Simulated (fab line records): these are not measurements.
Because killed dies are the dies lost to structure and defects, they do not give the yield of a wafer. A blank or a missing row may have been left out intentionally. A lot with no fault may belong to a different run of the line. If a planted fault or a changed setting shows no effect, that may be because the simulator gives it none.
fab line records -- flow gf180mcu
record lots=7, wafers=19, lastDay=33
route steps=602 shown M2@366
lots that met no fault: from a run of the same line without faults
startH: hours from the record's first day to the start of the lot's first wafer shown -- waitH: hours elapsed since this lot's preceding step -- " unchanged from the row above -- L1.1+2: several wafers, shown together as one row -- - either no value or no given start -- * or withheld: withheld -- < > ~ a bound
route shown NAME@n: NAME is a module with steps in the file, n the number in the route of the first one -- usual: mean/standard deviation taken from wafers without a fault -- same: alike in all rows -- chamber/n: place in a boat -- sites: readings site by site -- _std_site: the values' standard deviation -- _edge_site: outer sites' mean less inner sites' -- radiusMm: for every site, how far away it sits from the centre of the wafer -- mask NAME#n: copy n -- behind: the most recent tool/chamber to have shaped the wafer -- hold: reason for holding the lot/hours on hold/outcome of the hold -- device: the transistor (n, p or np) that didn't switch -- end of line: the tests these same wafers got at the end of their route -- step lacking rows: just its recipe -- killed: the dies lost at the first sort to structure and to defects; this is not the yield of the wafer -- map: a wafer's dies, x killed, . not, _ none there
set.NAME: the setting that was run; set.NAME@STEP: the one run at that earlier step -- model.NAME: the simulator's own value behind a step, which no gauge read
lots at selected steps of the route; one table per step, one row per wafer
services: when a tool's chamber went out of use (startH, in hours from the record's first day, below 0 if earlier), for how many hours, and the reason
## steps
# step GF_M2_SPUTTER_04
# recipe material=TiN, targetThkNm=50, powerW=6500, timeS=41.7, chamberPressurePa=0.4
# usual throttleValvePct=29.9/1.3
lot.wafer,tool,chamber,startH,waitH,throttleValvePct
L139.1,pvdSputter-01,-,408.51,0.0,30.8
L139.4,pvdSputter-01,-,408.51,0.0,29.2
L139.6,pvdSputter-01,-,408.51,0.0,30.4
L144.1,pvdSputter-04,-,449.57,0.0,29.0
L144.4,pvdSputter-04,-,449.57,0.0,30.0
L144.6,pvdSputter-04,-,449.57,0.0,30.8
L146.5,pvdSputter-04,-,464.99,0.0,30.7
L146.6,pvdSputter-04,-,464.99,0.0,28.9
L147.2,pvdSputter-04,-,472.54,0.0,30.0
L147.3,pvdSputter-04,-,472.54,0.0,30.8
L147.6,pvdSputter-04,-,472.54,0.0,28.8
L148.2,pvdSputter-04,-,486.24,0.0,29.1
L148.6,pvdSputter-04,-,486.24,0.0,30.4
L156.4,pvdSputter-01,-,581.91,0.0,30.5
L156.5,pvdSputter-01,-,581.91,0.0,27.5
L156.6,pvdSputter-01,-,581.91,0.0,30.1
L157.1,pvdSputter-03,-,582.94,0.0,31.3
L157.4,pvdSputter-03,-,582.94,0.0,30.8
L157.5,pvdSputter-03,-,582.94,0.0,29.6
# step GF_M2_RS_MEAS_05
# recipe thkMeasGauge=four-point-probe, reads=TiN_of_M2_SPUTTER_04+Ti_of_M2_SPUTTER_03+AlCu_of_M2_SPUTTER_02+TiN_of_M2_SPUTTER_01+Ti_of_M2_SPUTTER_00
# usual M2_ALCU_RS=0.0694/0.00076
lot.wafer,tool,chamber,startH,waitH,M2_ALCU_RS[ohm/sq]
L139.1,filmMetro-04,-,408.55,0.0,0.0685
L139.4,filmMetro-04,-,408.55,0.0,0.0703
L139.6,filmMetro-04,-,408.55,0.0,0.0681
L144.1,filmMetro-01,-,449.61,0.0,0.0687
L144.4,filmMetro-01,-,449.61,0.0,0.0693
L144.6,filmMetro-01,-,449.61,0.0,0.0693
L146.5,filmMetro-01,-,465.09,0.1,0.0698
L146.6,filmMetro-01,-,465.09,0.1,0.0704
L147.2,filmMetro-01,-,472.60,0.0,0.0690
L147.3,filmMetro-01,-,472.60,0.0,0.0694
L147.6,filmMetro-01,-,472.60,0.0,0.0688
L148.2,filmMetro-01,-,486.30,0.0,0.0695
L148.6,filmMetro-01,-,486.30,0.0,0.0697
L156.4,filmMetro-03,-,582.01,0.1,0.0689
L156.5,filmMetro-03,-,582.01,0.1,0.0690
L156.6,filmMetro-03,-,582.01,0.1,0.0688
L157.1,filmMetro-03,-,583.00,0.0,0.0689
L157.4,filmMetro-03,-,583.00,0.0,0.0696
L157.5,filmMetro-03,-,583.00,0.0,0.0686
# step GF_M2_THK_MEAS_06
# recipe thkMeasGauge=xrf, reads=AlCu_of_M2_SPUTTER_02
# usual M2_ALCU_THK=449/5.1
lot.wafer,tool,chamber,startH,waitH,M2_ALCU_THK[nm]
L139.1,filmMetro-04,-,408.67,0.1,451
L139.4,filmMetro-04,-,408.67,0.1,440
L139.6,filmMetro-04,-,408.67,0.1,456
L144.1,filmMetro-01,-,449.73,0.1,459
L144.4,filmMetro-01,-,449.73,0.1,452
L144.6,filmMetro-01,-,449.73,0.1,451
L146.5,filmMetro-01,-,465.17,0.1,446
L146.6,filmMetro-01,-,465.17,0.1,444
L147.2,filmMetro-01,-,472.71,0.1,454
L147.3,filmMetro-01,-,472.71,0.1,450
L147.6,filmMetro-01,-,472.71,0.1,452
L148.2,filmMetro-01,-,486.41,0.1,449
L148.6,filmMetro-01,-,486.41,0.1,445
L156.4,filmMetro-03,-,582.10,0.1,448
L156.5,filmMetro-03,-,582.10,0.1,449
L156.6,filmMetro-03,-,582.10,0.1,452
L157.1,filmMetro-03,-,583.12,0.1,447
L157.4,filmMetro-03,-,583.12,0.1,444
L157.5,filmMetro-03,-,583.12,0.1,449
# step GF_M2_DEHYDRATE_07
# recipe tempC=200, timeS=60
# step GF_M2_HMDS_08
# recipe primeTimeS=60, primeTempC=120
# step GF_M2_COAT_09
# recipe resist=KrF, spinRpm=withheld, resistThkNm=1000
# step GF_M2_SOFTBAKE_10
# recipe tempC=130, timeS=60, resist=KrF
# step GF_M2_EXPOSE_11
# recipe maskId=Metal2, targetCdNm=280, na=0.68, sourceShape=conventional, sigmaOuter=0.6, doseMj=28
# step GF_M2_PEB_12
# recipe pebTempC=135, pebTimeS=90, resist=KrF
# step GF_M2_DEVELOP_13
# recipe developTimeS=60, devTempC=21
# step GF_M2_CD_MEAS_14
# recipe targetCdNm=280
# usual cdNm=279.7/1.3
lot.wafer,tool,chamber,startH,waitH,cdNm
L139.1,cdSem-01,-,431.61,0.1,281.2
L139.4,cdSem-01,-,431.61,0.1,280.6
L139.6,cdSem-01,-,431.61,0.1,281.3
L144.1,cdSem-01,-,472.83,0.1,280.4
L144.4,cdSem-01,-,472.83,0.1,281.6
L144.6,cdSem-01,-,472.83,0.1,280.7
L146.5,cdSem-02,-,489.45,0.1,280.4
L146.6,cdSem-02,-,489.45,0.1,280.2
L147.2,cdSem-02,-,496.59,0.1,281.1
L147.3,cdSem-02,-,496.59,0.1,281.2
L147.6,cdSem-02,-,496.59,0.1,280.8
L148.2,cdSem-02,-,510.28,0.1,278.9
L148.6,cdSem-02,-,510.28,0.1,279.8
L156.4,cdSem-01,-,603.62,0.1,279.1
L156.5,cdSem-01,-,603.62,0.1,280.1
L156.6,cdSem-01,-,603.62,0.1,278.8
L157.1,cdSem-02,-,604.86,0.1,281.9
L157.4,cdSem-02,-,604.86,0.1,282.7
L157.5,cdSem-02,-,604.86,0.1,281.0
# step GF_M2_OVL_MEAS_15
# usual M2_OVL=1/5.8
lot.wafer,tool,chamber,startH,waitH,M2_OVL[nm]
L139.1,overlay-02,-,431.73,0.1,6
L139.4,overlay-02,-,431.73,0.1,-3
L139.6,overlay-02,-,431.73,0.1,0
L144.1,overlay-02,-,472.95,0.1,21
L144.4,overlay-02,-,472.95,0.1,10
L144.6,overlay-02,-,472.95,0.1,11
L146.5,overlay-01,-,489.51,0.0,-5
L146.6,overlay-01,-,489.51,0.0,4
L147.2,overlay-01,-,496.69,0.1,-3
L147.3,overlay-01,-,496.69,0.1,5
L147.6,overlay-01,-,496.69,0.1,0
L148.2,overlay-02,-,510.39,0.1,-2
L148.6,overlay-02,-,510.39,0.1,-5
L156.4,overlay-02,-,603.70,0.1,8
L156.5,overlay-02,-,603.70,0.1,8
L156.6,overlay-02,-,603.70,0.1,-7
L157.1,overlay-01,-,604.98,0.1,-3
L157.4,overlay-01,-,604.98,0.1,2
L157.5,overlay-01,-,604.98,0.1,-2
# step GF_M2_METAL_ETCH_16
# recipe chemistry=Cl2/BCl3, maskMaterial=KrF, targetDepthNm=750.8, stopOn=SiO2, pressureMtorr=8, icpW=800, biasW=140, Cl2_flow_sccm=80, bcl3FlowSccm=40, timeS=125.1
# usual chamberPressureMTorr=8.000/0.0077, drypumpMotorCurrentA=5.8/0.46, oesProductAu=0.992/0.0051, throttleValvePct=28.229/0.01
lot.wafer,tool,chamber,startH,waitH,chamberPressureMTorr,drypumpMotorCurrentA,oesProductAu,rfHoursCounterH,throttleValvePct,model.KrF_of_M2_COAT_09.thkNm
L139.1,rieMetal-03,1,431.77,0.0,7.996,5.5,0.994,7,28.233,683.7
L139.4,rieMetal-03,0,431.77,0.0,7.997,5.5,0.984,-,28.223,679.4
L139.6,rieMetal-03,1,431.77,0.0,8.017,5.5,0.988,-,28.233,683
L144.1,rieMetal-02,0,472.99,0.0,7.997,5.7,0.990,7,28.237,681.8
L144.4,rieMetal-02,0,472.99,0.0,8.002,5.7,0.991,-,28.214,677.5
L144.6,rieMetal-02,0,472.99,0.0,8.012,5.7,0.996,-,28.239,680
L146.5,rieMetal-02,1,489.61,0.1,7.989,6.6,0.724,-,28.538,815.3
L146.6,rieMetal-02,0,489.61,0.1,8.001,5.7,0.730,-,28.511,812.2
L147.2,rieMetal-02,0,496.72,0.0,8.006,5.7,0.992,8,28.231,685.9
L147.3,rieMetal-02,0,496.72,0.0,8.003,5.7,0.987,-,28.223,683.8
L147.6,rieMetal-02,0,496.72,0.0,7.988,5.7,0.728,-,28.515,813.5
L148.2,rieMetal-02,0,510.42,0.0,7.993,5.7,0.993,8,28.234,676.5
L148.6,rieMetal-02,1,510.42,0.0,7.988,6.6,0.728,-,28.521,811.4
L156.4,rieMetal-02,1,603.76,0.1,7.990,6.6,0.988,-,28.262,690.6
L156.5,rieMetal-02,0,603.76,0.1,8.009,5.7,0.997,-,28.232,686
L156.6,rieMetal-02,1,603.76,0.1,7.999,6.7,0.993,-,28.235,689.6
L157.1,rieMetal-01,0,605.02,0.0,8.014,6.0,0.995,9,28.215,675.5
L157.4,rieMetal-01,0,605.02,0.0,8.000,6.0,0.996,-,28.229,675
L157.5,rieMetal-01,0,605.02,0.0,8.004,6.0,0.989,-,28.219,674.2
# step GF_M2_STRIP_17
# recipe chemistry=O2/N2, powerW=1400, pressureMtorr=1500, platenTempC=250, o2FlowSccm=3000, n2FlowSccm=300, overashFraction=0.5
# usual chamberPressureMTorr=1500.0/1.4, drypumpMotorCurrentA=5.8/0.58, heaterPowerW=347/23, oesProductAu=0.536/0.0048, platenTempC=250.01/0.17, stripTimeToEndpointS=7.35/0.046
lot.wafer,tool,chamber,startH,waitH,chamberPressureMTorr,drypumpMotorCurrentA,heaterPowerW,oesProductAu,platenTempC,rfHoursCounterH,stripTimeToEndpointS
L139.1,plasmaAsher-01,1,431.90,0.1,1498.1,6.4,362,0.533,250.16,78,7.37
L139.4,plasmaAsher-01,0,431.90,0.1,1501.3,6.5,342,0.534,250.09,-,7.33
L139.6,plasmaAsher-01,1,431.90,0.1,1502.1,6.3,360,0.539,250.07,-,7.37
L144.1,plasmaAsher-01,1,473.12,0.1,1501.5,6.3,362,0.535,250.16,82,7.34
L144.4,plasmaAsher-01,1,473.12,0.1,1498.5,6.3,371,0.533,250.26,-,7.31
L144.6,plasmaAsher-01,1,473.12,0.1,1499.5,6.3,360,0.530,249.86,-,7.36
L146.5,plasmaAsher-03,0,489.72,0.1,1500.1,5.5,362,0.587,250.18,-,8.65
L146.6,plasmaAsher-03,1,489.72,0.1,1500.5,5.2,318,0.583,249.85,-,8.62
L147.2,plasmaAsher-01,1,496.85,0.1,1500.1,6.3,366,0.540,250.11,85,7.40
L147.3,plasmaAsher-01,0,496.85,0.1,1498.7,6.5,338,0.532,250.23,-,7.35
L147.6,plasmaAsher-01,0,496.85,0.1,1501.9,6.5,332,0.585,249.79,-,8.63
L148.2,plasmaAsher-03,0,510.55,0.1,1502.0,5.6,373,0.527,249.71,73,7.31
L148.6,plasmaAsher-03,1,510.55,0.1,1498.8,5.2,311,0.587,249.93,-,8.59
L156.4,plasmaAsher-01,0,603.88,0.1,1499.8,6.5,337,0.544,249.76,-,7.44
L156.5,plasmaAsher-01,1,603.88,0.1,1502.1,6.3,369,0.531,249.59,-,7.38
L156.6,plasmaAsher-01,0,603.88,0.1,1499.8,6.5,329,0.543,249.93,-,7.43
L157.1,plasmaAsher-04,0,605.15,0.1,1499.1,6.2,339,0.538,249.98,15,7.29
L157.4,plasmaAsher-04,0,605.15,0.1,1498.4,6.3,336,0.534,250.08,-,7.29
L157.5,plasmaAsher-04,1,605.15,0.1,1499.6,4.8,387,0.533,250.09,-,7.28
# step GF_M2_STRIP_18
# recipe chemistry=postEtchResidueRemover, timeS=1200, tempC=72.5
## services
tool,chamber,startH,hours,kind
plasmaAsher-04,-,421.34,9.0,pm
rieMetal-02,-,439.12,2.8,pm
pvdSputter-04,1,455.98,-,consumableReplace:kit
pvdSputter-04,1,455.98,18.0,scheduledDown
rieMetal-02,1,457.52,14.8,repair
pvdSputter-03,-,471.31,2.8,repair
pvdSputter-04,-,480.97,4.6,repair
pvdSputter-01,-,492.24,3.8,repair
rieMetal-03,0,498.26,12.7,repair
pvdSputter-03,-,508.64,2.2,repair
pvdSputter-01,-,520.43,4.7,repair
rieMetal-01,1,529.26,1.6,repair
pvdSputter-03,-,533.64,3.5,repair
pvdSputter-03,-,534.26,10.8,repair
rieMetal-02,1,547.70,-,clean
rieMetal-02,1,547.70,16.6,scheduledDown
rieMetal-02,1,547.70,16.6,ventCycle
rieMetal-01,0,555.76,36.8,repair
plasmaAsher-01,-,557.42,4.3,pm
pvdSputter-01,-,558.29,4.2,repair
plasmaAsher-04,-,564.26,28.1,pm
pvdSputter-04,-,566.35,1.3,repair
pvdSputter-04,-,582.99,1.4,repair
plasmaAsher-04,-,593.89,2.2,repair
## key
firstSign step=GF_M2_METAL_ETCH_16, reading=oesProductAu, direction=down, sigmas=51, usual=0.992, struck=0.728
effect step=GF_M2_METAL_ETCH_16, reading=throttleValvePct, direction=up, sigmas=29, usual=28.229, struck=28.521
effect step=GF_M2_STRIP_17, reading=stripTimeToEndpointS, direction=up, sigmas=28, usual=*, struck=*
modelEffect step=GF_M2_METAL_ETCH_16, value=KrF_of_M2_COAT_09.thkNm, without=683.6, struck=813.1
metAt GF_M2_METAL_ETCH_16
struckWafers L146.5,L146.6,L147.6,L148.6
laterRowsLeftOut L146.5,L146.6,L147.6,L148.6
sortLeftOut L146.5,L146.6,L147.6,L148.6
onsetBetween 472.99 489.61
fault kind=processParameterDrift, tool=rieMetal-02, chamber=-, onsetH=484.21, steps=GF_M2_METAL_ETCH_16, channel=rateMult, offset=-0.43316, shape=step, endH=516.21, scope=struckWafersOnly
# sortLeftOut: the simulated sort isn't trusted on such a fault, so these wafers' sort isn't shown, and their yield isn't known
# laterRowsLeftOut: the simulator's readings of these wafers behind a module that went badly wrong aren't trusted and aren't shown, but for the sort
